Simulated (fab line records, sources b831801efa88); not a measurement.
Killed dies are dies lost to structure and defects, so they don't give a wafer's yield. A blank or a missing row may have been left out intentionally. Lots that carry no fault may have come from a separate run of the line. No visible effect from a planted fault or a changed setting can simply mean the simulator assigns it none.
Which tool is to blame?    flow gf180mcu    15 lots, 45 wafers sampled, at 2 steps of a route of 602

== WHAT EACH GAUGE READ, for each wafer ==
GF_V5_RS_MEAS_24: uses a four-point probe to measure.
lot   measured      on             V5_W_RS (ohm/sq)
L969  day 28 09:27  film-metro-02  0.3256 0.3265 0.3286
L970  day 28 18:42  film-metro-02  0.3323 0.3330 0.3267
L971  day 29 02:09  film-metro-02  0.3265 0.3303 0.3260
L977  day 31 00:25  film-metro-02  0.3307 0.3300 0.3330
L978  day 31 02:23  film-metro-03  0.3349 0.3325 0.3286
L979  day 31 10:49  film-metro-03  0.3297 0.3298 0.3304
L980  day 31 14:45  film-metro-02  0.3308 0.3291 0.3334
L981  day 32 03:46  film-metro-02  0.3315 0.3322 0.3324
L982  day 32 07:38  film-metro-03  0.3327 0.3320 0.3286
L983  day 32 11:34  film-metro-02  0.3314 0.3310 0.3303
L984  day 32 15:06  film-metro-02  0.3271 0.3331 0.3322
L985  day 32 23:56  film-metro-03  0.3320 0.3363 0.3364
L987  day 33 10:07  film-metro-03  0.3324 0.3358 0.3334
L988  day 33 15:37  film-metro-03  0.3295 0.3295 0.3306
L989  day 33 21:26  film-metro-04  0.3282 0.3306 0.3348

== WHICH TOOL RAN EACH LOT (tool, then ch and the chambers of the sampled wafers, then the start) ==
lot   GF_M5_ETCH_09
L969  rie-diel-01 ch 0,2, day 27 11:33
L970  rie-diel-02 ch 0,1,2, day 27 20:57
L971  rie-diel-04 ch 0,1,2, day 28 04:20
L977  rie-diel-04 ch 1,2, day 30 03:57
L978  rie-diel-01 ch 1,3, day 30 05:53
L979  rie-diel-01 ch 1,2, day 30 13:41
L980  rie-diel-04 ch 0,1, day 30 17:47
L981  rie-diel-04 ch 0,1, day 31 04:51
L982  rie-diel-04 ch 0,2,3, day 31 11:45
L983  rie-diel-01 ch 0,1,2, day 31 17:21
L984  rie-diel-02 ch 0,1,2, day 31 19:28
L985  rie-diel-01 ch 1,2,3, day 32 04:39
L987  rie-diel-04 ch 0,2,3, day 32 15:42
L988  rie-diel-04 ch 0,3, day 32 21:30
L989  rie-diel-04 ch 1,2, day 33 03:03
- GF_M5_ETCH_09: etches Si3N4 in CF4/O2, target depth 52 nm, time 11.6 s.

== AS READ BY THE TOOLS THEMSELVES (means over the sampled wafers that have a number; for cases with no such wafer, the mark the record gives instead) ==
GF_M5_ETCH_09.
lot   tool         O2_flow_sccm (sccm)  bias-w (W)  drypump-motor-current-A (A)  oes-product-au (a.u.)  throttle-valve-pct (%)
L969  rie-diel-01  10.022               149.8       6.3                          0.999                  5.979
L970  rie-diel-02  9.992                150.0       5.9                          1.004                  5.956
L971  rie-diel-04  9.973                149.9       6.0                          0.999                  5.963
L977  rie-diel-04  9.994                149.9       5.8                          0.983                  5.962
L978  rie-diel-01  10.014               150.2       5.8                          1.006                  5.964
L979  rie-diel-01  9.995                149.9       5.4                          1.013                  5.972
L980  rie-diel-04  10.016               150.7       6.0                          0.988                  5.969
L981  rie-diel-04  9.993                150.0       6.0                          1.004                  5.977
L982  rie-diel-04  9.990                150.1       5.9                          1.005                  5.974
L983  rie-diel-01  10.011               150.2       5.8                          0.998                  5.969
L984  rie-diel-02  10.042               150.1       5.9                          1.001                  5.972
L985  rie-diel-01  10.024               150.3       5.7                          1.007                  5.974
L987  rie-diel-04  10.011               150.1       5.9                          0.993                  5.964
L988  rie-diel-04  10.002               150.1       5.9                          1.002                  5.970
L989  rie-diel-04  10.007               150.0       5.7                          0.994                  5.962

== THE ANSWER, worked out from the rows above alone ==
Rule: the lots themselves supply what counts as usual. The widest of any qualifying gaps counts: lots, ordered by their means at a reading, are off when they make up no more than a third of the lots, leave a main group of 4 or more, and stand apart from it by 3 or more times the standard deviation of that group's means. If all means in a main group match to the digits the tables above print for the reading, that group is not used. A lot without any number at a reading at which 4 lots or more have one is off too. The other lots that the step has rows for count as sound. The gauges are gone through in route order, then the tools' own readings, and for those a lot's mean is taken as printed above. The first step at which some lot is off is used, and at that step the reading that is off furthest; a lot without a number counts as furthest.
No lot is off on any of the readings shown, so nothing can be concluded from this.

== WHAT THE SIMULATOR PUT IN ==
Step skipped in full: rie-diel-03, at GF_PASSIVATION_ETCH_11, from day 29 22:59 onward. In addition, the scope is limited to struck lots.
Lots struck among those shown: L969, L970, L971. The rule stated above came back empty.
